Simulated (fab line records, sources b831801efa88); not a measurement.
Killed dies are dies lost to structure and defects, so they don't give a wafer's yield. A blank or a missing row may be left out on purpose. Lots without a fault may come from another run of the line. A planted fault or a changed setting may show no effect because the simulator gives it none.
fab line records | flow gf180mcu | part 1 of 2: steps 1 to 31 of 40
record lots=5 wafers=15 last_day=34
route steps=602 shown M2@371 V2@382 M3@409
lots that met no fault: from a run of the same line without faults
start_h: hours from the record's first day to the start of the lot's first wafer shown | wait_h: hours since the lot's step before | " the same as in the row above | L1.1+2: a row that stands for several wafers | - no value, or no start given | * or withheld: withheld | < > ~ a bound
route shown NAME@n: a module of which the file shows steps, and the number in the route of the first | usual: mean/standard deviation of fault-free wafers | same: alike in all rows | chamber/n: place in a boat | sites: the reading at each site | _std_site: their standard deviation | _edge_site: outer sites' mean less inner sites' | radius_mm: how far each site lies from the wafer's centre | mask NAME#n: copy n | behind: the tool/chamber that last shaped the wafer | hold: why the lot was held/for how many hours/how that ended | device: the transistor (n, p or np) that didn't switch | end of line: the same wafers' tests at the end of the route | a step without rows: its recipe alone | killed: dies lost to structure and defects at the first sort, not the wafer's yield | map: a wafer's dies, x killed, . not, _ none there
set.NAME: the setting as run; set.NAME@STEP: as run at that earlier step | model.NAME: the simulator's own value behind a step, which no gauge read
lots at some steps of the route; a table a step, a row a wafer
services: from which hour (start_h, from the record's first day; less than 0 if before it) a tool's chamber was out of use, for how many hours, and why
## steps
# step GF_M2_COAT_09
# recipe resist=KrF spin_rpm=withheld resist_thk_nm=1000
# usual dispense_pressure_kPa=49.3/2.6
# columns lot.wafer tool chamber start_h wait_h dispense_pressure_kPa
L077.1 litho_track-01 0 452.19 0.1 47.1
L077.4 " 0 " " 47.1
L077.6 " 0 " " 47.1
L078.2 litho_track-03 0 458.95 0.1 52.9
L078.3 " 0 " " 52.9
L078.6 " 0 " " 52.9
L084.3 litho_track-01 0 517.14 0.1 47.1
L084.5 " 0 " " 47.1
L084.6 " 0 " " 47.1
L090.4 litho_track-01 0 568.01 0.1 47.1
L090.5 " 0 " " 47.1
L090.6 " 0 " " 47.1
L096.1 litho_track-03 0 606.63 0.1 52.9
L096.4 " 0 " " 52.9
L096.6 " 0 " " 52.9
# step GF_M2_SOFTBAKE_10
# recipe temp_c=130 time_s=60 resist=KrF
# columns lot.wafer tool chamber start_h wait_h
L077.1+4+6 litho_track-01 0 452.34 0.1
L078.2+3+6 litho_track-03 0 459.10 0.1
L084.3+5+6 litho_track-01 0 517.29 0.1
L090.4+5+6 litho_track-01 0 568.16 0.1
L096.1+4+6 litho_track-03 0 606.78 0.1
# step GF_M2_EXPOSE_11
# recipe mask_id=Metal2 target_cd_nm=280 na=0.68 source_shape=conventional sigma_outer=0.6 dose_mj=28
# columns lot.wafer tool chamber start_h wait_h mask
L077.1+4+6 krf_scanner-02 0 - - Metal2#0
L078.2+3+6 krf_scanner-02 0 - - Metal2#0
L084.3+5+6 krf_scanner-02 0 - - Metal2#0
L090.4+5+6 krf_scanner-02 0 - - Metal2#0
L096.1+4+6 krf_scanner-02 0 - - Metal2#0
# step GF_M2_PEB_12
# recipe peb_temp_c=135 peb_time_s=90 resist=KrF
# columns lot.wafer tool chamber start_h wait_h
L077.1+4+6 litho_track-02 0 - -
L078.2+3+6 litho_track-02 0 - -
L084.3+5+6 litho_track-01 0 - -
L090.4+5+6 litho_track-02 0 - -
L096.1+4+6 litho_track-01 0 - -
# step GF_M2_DEVELOP_13
# recipe develop_time_s=60 dev_temp_c=21
# columns lot.wafer tool chamber start_h wait_h
L077.1+4+6 litho_track-02 0 464.44 0.2
L078.2+3+6 litho_track-02 0 471.41 0.2
L084.3+5+6 litho_track-01 0 528.54 0.1
L090.4+5+6 litho_track-02 0 578.61 0.1
L096.1+4+6 litho_track-01 0 616.84 0.2
# step GF_M2_CD_MEAS_14
# recipe target_cd_nm=280
# usual cd_nm=280.5/1.4
# columns lot.wafer tool chamber start_h wait_h cd_nm
L077.1 cd_sem-01 - 464.59 0.1 280.2
L077.4 " - " " 280.2
L077.6 " - " " 279.1
L078.2 cd_sem-01 - 472.38 0.9 280.2
L078.3 " - " " 281.2
L078.6 " - " " 279.4
L084.3 cd_sem-02 - 528.68 0.1 283.6
L084.5 " - " " 283.7
L084.6 " - " " 282.4
L090.4 cd_sem-02 - 578.75 0.1 283.3
L090.5 " - " " 281.4
L090.6 " - " " 283.8
L096.1 cd_sem-02 - 616.99 0.1 279.5
L096.4 " - " " 279.3
L096.6 " - " " 279.5
# step GF_M2_OVL_MEAS_15
# usual M2_OVL=-3/5.7
# columns lot.wafer tool chamber start_h wait_h M2_OVL[nm]
L077.1 overlay-02 - 464.71 0.1 -14
L077.4 " - " " -2
L077.6 " - " " -4
L078.2 overlay-02 - 472.48 0.1 -13
L078.3 " - " " -6
L078.6 " - " " -4
L084.3 overlay-01 - 528.77 0.1 0
L084.5 " - " " -2
L084.6 " - " " -6
L090.4 overlay-01 - 578.82 0.1 1
L090.5 " - " " -9
L090.6 " - " " 2
L096.1 overlay-02 - 617.11 0.1 -5
L096.4 " - " " 3
L096.6 " - " " 3
# step GF_M2_METAL_ETCH_16
# recipe chemistry=Cl2/BCl3 mask_material=KrF target_depth_nm=750.8 stop_on=SiO2 pressure_mtorr=8 icp_w=800 bias_w=140 Cl2_flow_sccm=80 bcl3_flow_sccm=40 time_s=129.4
# usual drypump_motor_current_A=5.8/0.56 oes_product_au=0.986/0.0063 throttle_valve_pct=28.234/0.0099
# columns lot.wafer tool chamber start_h wait_h drypump_motor_current_A oes_product_au rf_hours_counter_h throttle_valve_pct
L077.1 rie_metal-02 0 464.74 0.0 5.3 0.989 7.5 28.240
L077.4 " 0 " " 5.3 0.987 - 28.241
L077.6 " 1 " " 6.5 0.988 - 28.233
L078.2 rie_metal-04 0 472.51 0.0 5.2 0.985 0.2 28.222
L078.3 " 1 " " 5.0 0.983 - 28.257
L078.6 " 0 " " 5.2 0.993 - 28.238
L084.3 rie_metal-02 0 528.84 0.1 5.3 0.985 - 28.245
L084.5 " 1 " " 6.5 0.990 - 28.223
L084.6 " 0 " " 5.3 0.986 - 28.242
L090.4 rie_metal-03 0 578.97 0.1 6.0 0.992 - 28.233
L090.5 " 0 " " 6.0 0.983 - 28.244
L090.6 " 0 " " 6.0 0.984 - 28.229
L096.1 rie_metal-02 1 617.14 0.0 6.5 0.979 10.9 28.230
L096.4 " 1 " " 6.5 0.976 - 28.246
L096.6 " 1 " " 6.4 0.975 - 28.250
# step GF_M2_STRIP_17
# recipe chemistry=O2/N2 power_w=1400 pressure_mtorr=1500 platen_temp_c=250 o2_flow_sccm=3000 n2_flow_sccm=300 overash_fraction=0.5
# usual drypump_motor_current_A=6.2/0.46 heater_power_w=317/28 oes_product_au=0.533/0.0051 strip_time_to_endpoint_s=7.28/0.042
# columns lot.wafer tool chamber start_h wait_h drypump_motor_current_A heater_power_w oes_product_au rf_hours_counter_h strip_time_to_endpoint_s
L077.1 plasma_asher-04 1 464.87 0.1 6.6 326 0.528 81 7.29
L077.4 " 0 " " 6.6 317 0.527 - 7.28
L077.6 " 0 " " 6.6 321 0.531 - 7.24
L078.2 plasma_asher-02 1 472.64 0.1 6.0 281 0.532 4 7.24
L078.3 " 1 " " 6.0 277 0.528 - 7.32
L078.6 " 1 " " 6.0 274 0.545 - 7.26
L084.3 plasma_asher-04 1 528.96 0.1 6.6 324 0.539 - 7.28
L084.5 " 0 " " 6.6 328 0.530 - 7.24
L084.6 " 1 " " 6.6 331 0.533 - 7.28
L090.4 plasma_asher-02 0 579.13 0.1 5.8 345 0.534 - 7.33
L090.5 " 1 " " 6.0 272 0.537 - 7.29
L090.6 " 0 " " 5.8 346 0.539 - 7.32
L096.1 plasma_asher-02 0 617.49 0.3 5.8 355 0.536 20 7.26
L096.4 " 0 " " 5.8 342 0.534 - 7.29
L096.6 " 1 " " 6.0 278 0.543 - 7.29
# step GF_M2_STRIP_18
# recipe chemistry=post_etch_residue_remover time_s=1200 temp_c=72.5
# columns lot.wafer tool chamber start_h wait_h
L077.1+4+6 wet_bench-03 1 464.97 0.1
L078.2+3+6 wet_bench-02 1 472.74 0.1
L084.3+5+6 wet_bench-02 0 529.02 0.0
L090.4+5+6 wet_bench-03 3 579.20 0.0
L096.1+4+6 wet_bench-03 1 617.59 0.1
# step GF_M2_CLEAN_19
# recipe chemistry=DIW dry=n2_spin
# columns lot.wafer tool chamber start_h wait_h
L077.1+4+6 wet_bench-02 1 465.35 0.0
L078.2+3+6 wet_bench-04 0 473.08 0.0
L084.3+5+6 wet_bench-03 3 529.36 0.0
L090.4+5+6 wet_bench-04 1 579.54 0.0
L096.1+4+6 wet_bench-02 0 617.93 0.0
# step GF_V2_CVD_00
# recipe material=SiO2 target_thk_nm=600 sigma_open_frac=0.3 temp_c=400 time_s=100 sih4_flow_sccm=60 pressure_mtorr=6
# usual susceptor_temp_C=399.99/0.22
# columns lot.wafer tool chamber start_h wait_h susceptor_temp_C
L077.1 hdpcvd-02 1 465.45 0.0 400.08
L077.4 " 1 " " 400.19
L077.6 " 2 " " 399.91
L078.2 hdpcvd-02 1 473.18 0.0 400.12
L078.3 " 2 " " 399.96
L078.6 " 1 " " 400.40
L084.3 hdpcvd-01 1 529.46 0.0 400.02
L084.5 " 1 " " 399.71
L084.6 " 0 " " 399.91
L090.4 hdpcvd-01 2 579.68 0.0 400.17
L090.5 " 1 " " 400.39
L090.6 " 0 " " 399.93
L096.1 hdpcvd-01 2 618.03 0.0 400.03
L096.4 " 1 " " 400.11
L096.6 " 2 " " 400.04
# step GF_V2_THK_MEAS_01
# recipe reads=SiO2_of_V2_CVD_00
# usual V2_CVD_00_THK=600/6.1
# columns lot.wafer tool chamber start_h wait_h V2_CVD_00_THK[nm]
L077.1 film_metro-02 - 465.52 0.0 590
L077.4 " - " " 594
L077.6 " - " " 591
L078.2 film_metro-04 - 473.27 0.0 596
L078.3 " - " " 585
L078.6 " - " " 596
L084.3 film_metro-02 - 529.55 0.1 602
L084.5 " - " " 611
L084.6 " - " " 603
L090.4 film_metro-02 - 579.75 0.0 612
L090.5 " - " " 608
L090.6 " - " " 607
L096.1 film_metro-02 - 618.10 0.0 602
L096.4 " - " " 606
L096.6 " - " " 603
# step GF_V2_CVD_02
# recipe material=SiO2 target_thk_nm=850 precursor=TEOS temp_c=400 time_s=94.851 rf_w=600
# usual heater_power_w=661/100 susceptor_temp_C=400.02/0.21
# columns lot.wafer tool chamber start_h wait_h heater_power_w susceptor_temp_C
L077.1 pecvd-03 0 465.58 0.1 826 400.10
L077.4 " 2 " " 592 399.88
L077.6 " 1 " " 620 399.86
L078.2 pecvd-03 1 473.32 0.0 788 400.18
L078.3 " 2 " " 595 400.11
L078.6 " 1 " " 694 400.15
L084.3 pecvd-03 0 529.59 0.0 853 400.28
L084.5 " 1 " " 783 399.79
L084.6 " 0 " " 687 400.26
L090.4 pecvd-01 1 579.81 0.1 673 399.97
L090.5 " 2 " " 659 400.13
L090.6 " 0 " " 599 400.14
L096.1 pecvd-03 0 618.16 0.1 815 400.37
L096.4 " 0 " " 673 400.35
L096.6 " 2 " " 547 400.06
# step GF_V2_THK_MEAS_03
# recipe reads=SiO2_of_V2_CVD_02
# usual V2_CVD_02_THK=853/9.9
# columns lot.wafer tool chamber start_h wait_h V2_CVD_02_THK[nm]
L077.1 film_metro-04 - 465.65 0.0 848
L077.4 " - " " 862
L077.6 " - " " 861
L078.2 film_metro-01 - 473.43 0.1 852
L078.3 " - " " 864
L078.6 " - " " 853
L084.3 film_metro-04 - 529.68 0.1 856
L084.5 " - " " 858
L084.6 " - " " 859
L090.4 film_metro-01 - 579.87 0.0 866
L090.5 " - " " 863
L090.6 " - " " 850
L096.1 film_metro-04 - 618.23 0.0 845
L096.4 " - " " 862
L096.6 " - " " 867
# step GF_V2_CMP_04
# recipe material=SiO2 down_force_psi=4 platen_rpm=60 pad_velocity_m_s=0.94248
# usual motor_current_A=12.5/1.1 time_to_endpoint_s=82/4.2
# columns lot.wafer tool chamber start_h wait_h motor_current_A time_to_endpoint_s
L077.4 cmp-01 0 465.81 0.1 12.2 88
L077.1 " 1 " " 11.5 84
L077.6 " 2 " " 14.1 85
L078.2 cmp-01 2 473.48 0.0 15.1 85
L078.3 " 0 " " 12.7 89
L078.6 " 3 " " 12.1 85
L084.3 cmp-01 1 529.77 0.1 11.3 81
L084.6 " 0 " " 12.3 85
L084.5 " 1 " " 11.4 84
L090.4 cmp-01 3 580.05 0.2 12.2 88
L090.6 " 0 " " 12.3 84
L090.5 " 1 " " 11.3 87
L096.4 cmp-02 1 618.29 0.0 11.1 87
L096.1 " 3 " " 12.7 82
L096.6 " 1 " " 11.7 91
# step GF_V2_BOW_MEAS_05
# recipe mode=bow
# usual V2_BOW=100/8.5
# columns lot.wafer tool chamber start_h wait_h V2_BOW[um]
L077.1 film_metro-01 - 466.01 0.1 93
L077.4 " - " " 109
L077.6 " - " " 87
L078.2 film_metro-04 - 473.80 0.3 102
L078.3 " - " " 116
L078.6 " - " " 92
L084.3 film_metro-02 - 530.06 0.2 97
L084.5 " - " " 90
L084.6 " - " " 102
L090.4 film_metro-01 - 580.26 0.2 108
L090.5 " - " " 93
L090.6 " - " " 100
L096.1 film_metro-01 - 618.59 0.1 98
L096.4 " - " " 104
L096.6 " - " " 104
# step GF_V2_DEHYDRATE_06
# recipe temp_c=200 time_s=60
# columns lot.wafer tool chamber start_h wait_h
L077.1+4+6 litho_track-04 0 477.58 11.6
L078.2+3+6 litho_track-03 0 485.15 11.3
L084.3+5+6 litho_track-03 0 540.38 10.3
L090.4+5+6 litho_track-03 0 590.65 10.4
L096.1+4+6 litho_track-01 0 628.29 9.7
# step GF_V2_HMDS_07
# recipe prime_time_s=60 prime_temp_c=120
# columns lot.wafer tool chamber start_h wait_h
L077.1+4+6 litho_track-04 0 477.73 0.1
L078.2+3+6 litho_track-03 0 485.30 0.1
L084.3+5+6 litho_track-03 0 540.53 0.1
L090.4+5+6 litho_track-03 0 590.80 0.1
L096.1+4+6 litho_track-01 0 628.44 0.1
# step GF_V2_COAT_08
# recipe resist=BARC temp_c=withheld time_s=withheld spin_rpm=withheld resist_thk_nm=withheld
# usual dispense_pressure_kPa=51.5/2.1
# columns lot.wafer tool chamber start_h wait_h dispense_pressure_kPa
L077.1 litho_track-04 0 477.88 0.1 51.3
L077.4 " 0 " " 51.3
L077.6 " 0 " " 51.3
L078.2 litho_track-03 0 485.45 0.1 52.9
L078.3 " 0 " " 52.9
L078.6 " 0 " " 52.9
L084.3 litho_track-03 0 540.68 0.1 52.9
L084.5 " 0 " " 52.9
L084.6 " 0 " " 52.9
L090.4 litho_track-03 0 590.95 0.1 52.9
L090.5 " 0 " " 52.9
L090.6 " 0 " " 52.9
L096.1 litho_track-01 0 628.59 0.1 47.1
L096.4 " 0 " " 47.1
L096.6 " 0 " " 47.1
# step GF_V2_COAT_09
# recipe resist=KrF spin_rpm=withheld resist_thk_nm=1000
# usual dispense_pressure_kPa=51.5/2.1
# columns lot.wafer tool chamber start_h wait_h dispense_pressure_kPa
L077.1 litho_track-04 0 - - 51.3
L077.4 " 0 " " 51.3
L077.6 " 0 " " 51.3
L078.2 litho_track-03 0 - - 52.9
L078.3 " 0 " " 52.9
L078.6 " 0 " " 52.9
L084.3 litho_track-03 0 - - 52.9
L084.5 " 0 " " 52.9
L084.6 " 0 " " 52.9
L090.4 litho_track-03 0 - - 52.9
L090.5 " 0 " " 52.9
L090.6 " 0 " " 52.9
L096.1 litho_track-01 0 - - 47.1
L096.4 " 0 " " 47.1
L096.6 " 0 " " 47.1
# step GF_V2_SOFTBAKE_10
# recipe temp_c=130 time_s=60 resist=KrF
# columns lot.wafer tool chamber start_h wait_h
L077.1+4+6 litho_track-04 0 - -
L078.2+3+6 litho_track-03 0 - -
L084.3+5+6 litho_track-03 0 - -
L090.4+5+6 litho_track-03 0 - -
L096.1+4+6 litho_track-01 0 - -
# step GF_V2_EXPOSE_11
# recipe mask_id=Via2 target_cd_nm=260 na=0.68 source_shape=conventional sigma_outer=0.6 dose_mj=38
# columns lot.wafer tool chamber start_h wait_h mask
L077.1+4+6 krf_scanner-02 0 - - Via2#0
L078.2+3+6 krf_scanner-01 0 - - Via2#0
L084.3+5+6 krf_scanner-01 0 - - Via2#0
L090.4+5+6 krf_scanner-02 0 - - Via2#0
L096.1+4+6 krf_scanner-02 0 - - Via2#0
# step GF_V2_PEB_12
# recipe peb_temp_c=135 peb_time_s=90 resist=KrF
# columns lot.wafer tool chamber start_h wait_h
L077.1+4+6 litho_track-03 0 - -
L078.2+3+6 litho_track-04 0 - -
L084.3+5+6 litho_track-01 0 - -
L090.4+5+6 litho_track-04 0 - -
L096.1+4+6 litho_track-03 0 - -
# step GF_V2_DEVELOP_13
# recipe develop_time_s=60 resist=KrF dev_temp_c=21
# columns lot.wafer tool chamber start_h wait_h
L077.1+4+6 litho_track-03 0 490.18 0.2
L078.2+3+6 litho_track-04 0 497.41 0.2
L084.3+5+6 litho_track-01 0 552.04 0.1
L090.4+5+6 litho_track-04 0 601.20 0.1
L096.1+4+6 litho_track-03 0 639.28 0.2
# step GF_V2_CD_MEAS_14
# recipe target_cd_nm=260
# usual cd_nm=260.1/1.1
# columns lot.wafer tool chamber start_h wait_h cd_nm
L077.1 cd_sem-01 - 490.48 0.3 260.2
L077.4 " - " " 259.6
L077.6 " - " " 261.0
L078.2 cd_sem-02 - 497.55 0.1 260.6
L078.3 " - " " 260.0
L078.6 " - " " 260.1
L084.3 cd_sem-01 - 552.18 0.1 262.3
L084.5 " - " " 263.1
L084.6 " - " " 260.1
L090.4 cd_sem-02 - 601.34 0.1 258.3
L090.5 " - " " 258.2
L090.6 " - " " 257.4
L096.1 cd_sem-02 - 639.43 0.1 261.3
L096.4 " - " " 259.7
L096.6 " - " " 260.1
# step GF_V2_OVL_MEAS_15
# usual V2_OVL=-2/5.4
# columns lot.wafer tool chamber start_h wait_h V2_OVL[nm]
L077.1 overlay-01 - 490.60 0.1 -2
L077.4 " - " " -2
L077.6 " - " " 3
L078.2 overlay-01 - 497.66 0.1 -9
L078.3 " - " " -10
L078.6 " - " " -7
L084.3 overlay-02 - 552.27 0.1 8
L084.5 " - " " 3
L084.6 " - " " 3
L090.4 overlay-01 - 601.42 0.1 -4
L090.5 " - " " 2
L090.6 " - " " -5
L096.1 overlay-02 - 639.55 0.1 -5
L096.4 " - " " -9
L096.6 " - " " -15
# step GF_V2_ETCH_16
# recipe chemistry=N2/H2 target_depth_a=withheld overetch_a=withheld time_s=withheld target=BARC ion_energy_ev=200 source_w=500 bias_w=100 pressure_mtorr=30 n2_flow_sccm=100 h2_flow_sccm=200
# usual drypump_motor_current_A=5.5/0.52 oes_product_au=0.855/0.0052 throttle_valve_pct=13.224/0.0092
# columns lot.wafer tool chamber start_h wait_h drypump_motor_current_A oes_product_au throttle_valve_pct
L077.1 rie_diel-01 3 490.63 0.0 5.6 0.854 13.217
L077.4 " 1 " " 6.5 0.859 13.228
L077.6 " 2 " " 5.9 0.848 13.201
L078.2 rie_diel-04 0 497.69 0.0 5.1 0.850 13.242
L078.3 " 3 " " 4.7 0.851 13.232
L078.6 " 0 " " 5.1 0.855 13.220
L084.3 rie_diel-04 3 552.29 0.0 4.7 0.855 13.216
L084.5 " 3 " " 4.7 0.849 13.229
L084.6 " 0 " " 5.1 0.859 13.231
L090.4 rie_diel-01 0 601.44 0.0 5.4 0.848 13.202
L090.5 " 0 " " 5.4 0.857 13.216
L090.6 " 1 " " 6.5 0.847 13.228
L096.1 rie_diel-04 0 639.58 0.0 5.1 0.859 13.224
L096.4 " 1 " " 5.7 0.854 13.226
L096.6 " 0 " " 5.1 0.852 13.226
# step GF_V2_ETCH_17
# recipe chemistry=C4F8/O2/Ar mask_material=KrF target=SiO2 stop_on=TiN source_w=1500 bias_w=1200 pressure_mtorr=40 c4f8_flow_sccm=withheld O2_flow_sccm=6 Ar_flow_sccm=300 time_s=withheld target_depth_a=6300
# usual oes_product_au=0.856/0.0045
# columns lot.wafer tool chamber start_h wait_h oes_product_au
L077.1 rie_diel-01 3 - - 0.848
L077.4 " 1 " " 0.857
L077.6 " 2 " " 0.855
L078.2 rie_diel-04 0 - - 0.851
L078.3 " 3 " " 0.857
L078.6 " 0 " " 0.855
L084.3 rie_diel-04 3 - - 0.857
L084.5 " 3 " " 0.854
L084.6 " 0 " " 0.861
L090.4 rie_diel-01 0 - - 0.864
L090.5 " 0 " " 0.855
L090.6 " 1 " " 0.858
L096.1 rie_diel-04 0 - - 0.855
L096.4 " 1 " " 0.853
L096.6 " 0 " " 0.851
# step GF_V2_STRIP_18
# recipe chemistry=O2/N2 power_w=1400 pressure_mtorr=1500 platen_temp_c=250 o2_flow_sccm=3000 n2_flow_sccm=300 overash_fraction=0.5
# usual drypump_motor_current_A=6.1/0.44 heater_power_w=311/30 oes_product_au=0.594/0.0047
# columns lot.wafer tool chamber start_h wait_h drypump_motor_current_A heater_power_w oes_product_au rf_hours_counter_h
L077.1 plasma_asher-03 1 490.76 - 5.9 329 0.588 76
L077.4 " 1 " " 5.9 330 0.597 -
L077.6 " 1 " " 5.9 332 0.591 -
L078.2 plasma_asher-02 0 497.82 - 5.8 355 0.596 7
L078.3 " 0 " " 5.8 342 0.593 -
L078.6 " 0 " " 5.8 345 0.592 -
L084.3 plasma_asher-03 0 552.45 - 5.4 261 0.592 -
L084.5 " 0 " " 5.4 260 0.603 -
L084.6 " 1 " " 5.9 332 0.592 -
L090.4 plasma_asher-04 0 601.60 - 6.6 321 0.602 -
L090.5 " 1 " " 6.6 320 0.595 -
L090.6 " 0 " " 6.6 312 0.594 -
L096.1 plasma_asher-02 1 639.71 - 5.9 277 0.594 22
L096.4 " 0 " " 5.8 344 0.597 -
L096.6 " 0 " " 5.8 354 0.600 -
# step GF_V2_STRIP_19
# recipe chemistry=post_etch_residue_remover time_s=1200 temp_c=72.5
# columns lot.wafer tool chamber start_h wait_h
L077.1+4+6 wet_bench-01 2 490.86 0.1
L078.2+3+6 wet_bench-01 2 497.92 0.1
L084.3+5+6 wet_bench-01 2 552.52 0.0
L090.4+5+6 wet_bench-03 2 601.66 0.0
L096.1+4+6 wet_bench-04 2 639.81 0.1
